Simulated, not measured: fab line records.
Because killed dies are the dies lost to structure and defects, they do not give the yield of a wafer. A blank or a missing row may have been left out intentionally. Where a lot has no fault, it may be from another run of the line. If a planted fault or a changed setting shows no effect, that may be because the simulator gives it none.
Shared-tool check | flow gf180mcu | 14 lots and 48 wafers in the sample

WHY THIS WAS OPENED
Of 14 lots, 2 have the reading CONTACT_CVD_00_THK flagged at GF_CONTACT_THK_MEAS_01. Fault-free wafers read 300 nm, with a standard deviation of 3.4.
Rule: a lot is flagged when every wafer of it that has a number lies more than 4 standard deviations from that mean, or none has a number. All remaining lots are regarded as sound.

lot  | measured     | on            | CONTACT_CVD_00_THK (nm), wafer by wafer | flag
L430 | day 15 14:44 | film metro-04 | 305 306 304                             |
L431 | day 15 21:10 | film metro-02 | 292 303 299                             |
L433 | day 16 16:40 | film metro-01 | 298 298 301                             |
L434 | day 17 08:46 | film metro-01 | 300 298 296                             |
L435 | day 17 16:02 | film metro-04 | 302 301 300                             |
L436 | day 17 22:53 | film metro-01 | 301 300 306                             |
L437 | day 18 01:49 | film metro-01 | 298 304 300                             |
L439 | day 19 01:20 | film metro-04 | 300 301 300                             |
L440 | day 19 11:10 | film metro-04 | 296 294 295                             |
L441 | day 19 20:02 | film metro-04 | 302 301 298                             |
L446 | day 21 07:52 | film metro-02 | 601 599 601 600 599 601                 | FLAGGED
L449 | day 22 10:01 | film metro-01 | 596 597 598 596 597 599                 | FLAGGED
L450 | day 22 17:59 | film metro-01 | 298 295 297                             |
L451 | day 23 00:49 | film metro-01 | 295 300 299                             |
The mean of the flagged lots' numbers is 599 nm, +299 nm from the usual (+88 standard deviations).

WHICH TOOL EACH LOT WENT THROUGH
The record holds 1 process step before the reading, out of a route of 602 steps. Read each cell as the tool, then ch plus the chambers that the sampled wafers visited, then the start.
lot  | flag    | GF_CONTACT_CVD_00
L430 |         | hdpcvd-01 ch 1,2, day 15 14:41
L431 |         | hdpcvd-01 ch 0,1,2, day 15 21:07
L433 |         | hdpcvd-02 ch 1, day 16 16:36
L434 |         | hdpcvd-01 ch 0,1, day 17 08:43
L435 |         | hdpcvd-02 ch 0,1,2, day 17 15:58
L436 |         | hdpcvd-02 ch 0,2, day 17 22:51
L437 |         | hdpcvd-01 ch 0,1, day 18 01:46
L439 |         | hdpcvd-01 ch 0,1,2, day 19 01:17
L440 |         | hdpcvd-01 ch 0,2, day 19 11:07
L441 |         | hdpcvd-01 ch 1,2, day 19 19:59
L446 | FLAGGED | hdpcvd-01 ch 0,1, day 21 07:37
L449 | FLAGGED | hdpcvd-01 ch 1,2, day 22 09:46
L450 |         | hdpcvd-01 ch 0,1,2, day 22 17:55
L451 |         | hdpcvd-01 ch 0,1,2, day 23 00:47
What is done by these steps:
- GF_CONTACT_CVD_00: deposits SiO2, target thk 300 nm, time 50 s.
- GF_CONTACT_THK_MEAS_01

FLAGGED AGAINST TOTAL, ONE TOOL AT A TIME (gauges that did the reading follow at the end)
step                   | tool          | lots run | flagged | share of the flagged lots | sound lots run after its first flagged lot
GF_CONTACT_CVD_00      | hdpcvd-01     | 11       | 2       | all                       | 2 (L450,L451)
GF_CONTACT_CVD_00      | hdpcvd-02     | 3        | 0       | none                      | -
GF_CONTACT_THK_MEAS_01 | film metro-01 | 7        | 1       | some                      | 2 (L450,L451)
GF_CONTACT_THK_MEAS_01 | film metro-02 | 2        | 1       | some                      | 0
GF_CONTACT_THK_MEAS_01 | film metro-04 | 5        | 0       | none                      | -

WHAT THE TABLE PERMITS
In the table, 1 row covers all flagged lots: hdpcvd-01 at GF_CONTACT_CVD_00.
- hdpcvd-01 at GF_CONTACT_CVD_00: 2 of its 11 lots flagged. Lots that were sound ran on it after the first flagged one (L450, L451); a persistent fault on the entire tool would not allow that.
Every row of the table either missed a flagged lot or ran a sound lot after the first.

WHAT THE SIMULATOR PUT IN
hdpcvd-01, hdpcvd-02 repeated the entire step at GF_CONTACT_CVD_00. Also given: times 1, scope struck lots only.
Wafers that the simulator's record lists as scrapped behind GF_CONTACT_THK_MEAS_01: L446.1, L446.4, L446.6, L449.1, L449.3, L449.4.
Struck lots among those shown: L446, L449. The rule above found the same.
